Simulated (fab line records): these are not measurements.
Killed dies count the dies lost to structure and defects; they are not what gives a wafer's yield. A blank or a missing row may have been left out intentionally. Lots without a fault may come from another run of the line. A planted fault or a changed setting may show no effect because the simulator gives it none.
Which tool is to blame? | flow gf180mcu | 6 lots, 18 wafers sampled, at 2 steps of a route of 602

## WHAT THE GAUGES READ, wafer by wafer
GF_SAB_CD_MEAS_09: the cd target is 420 nm.
lot  | measured     | on        | cd_nm (nm)
L151 | day 15 11:28 | cd_sem-01 | 416.1 417.6 417.3
L154 | day 16 18:14 | cd_sem-02 | 424.5 424.9 427.4
L163 | day 19 22:33 | cd_sem-01 | 418.1 417.5 418.2
L165 | day 20 16:16 | cd_sem-01 | 416.4 419.0 416.1
L168 | day 21 11:31 | cd_sem-01 | 420.0 419.7 419.2
L171 | day 22 16:37 | cd_sem-02 | 418.2 419.7 418.8

## TOOL THAT RAN EACH LOT (tool first, then ch and the chambers of the sampled wafers, then the start)
lot  | GF_SAB_DEVELOP_08
L151 | litho_track-01 ch 0, day 15 11:19
L154 | litho_track-01 ch 0, day 16 18:05
L163 | litho_track-04 ch 0, day 19 22:24
L165 | litho_track-04 ch 0, day 20 16:07
L168 | litho_track-04 ch 0, day 21 11:22
L171 | litho_track-04 ch 0, day 22 16:28
- GF_SAB_DEVELOP_08: develop time 60 s.

## THE ANSWER, worked out from the rows above alone
Rule: usual is defined by the lots themselves. The widest of any qualifying gaps counts: lots, ordered by their means at a reading, are off when they make up no more than a third of the lots, leave a main group of 4 or more, and stand apart from it by 3 or more times the standard deviation of that group's means. If all means in a main group match to the digits the tables above print for the reading, that group is not used. A lot without any number at a reading at which 4 lots or more have one is off too. All remaining lots with rows at the step are treated as sound.
Off at GF_SAB_CD_MEAS_09 (cd_nm): L154. The main group has a mean of 418.1 nm with a standard deviation of 1.
If a tool, at a process step before that reading, ran all the lots that are off and no sound lot after the first of them, it fits. The gauges at GF_SAB_CD_MEAS_09 are tried like those tools. One fits: GF_SAB_DEVELOP_08 on litho_track-01. A fault onset in the window from L151 (day 15 11:19, its last sound lot) to L154 (day 16 18:05, its first lot off) fits.

## WHAT THE SIMULATOR PUT IN
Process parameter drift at GF_SAB_DEVELOP_08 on litho_track-01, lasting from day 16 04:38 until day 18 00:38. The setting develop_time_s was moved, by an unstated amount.
Struck lots among those shown: L154. Same finding as the rule above.
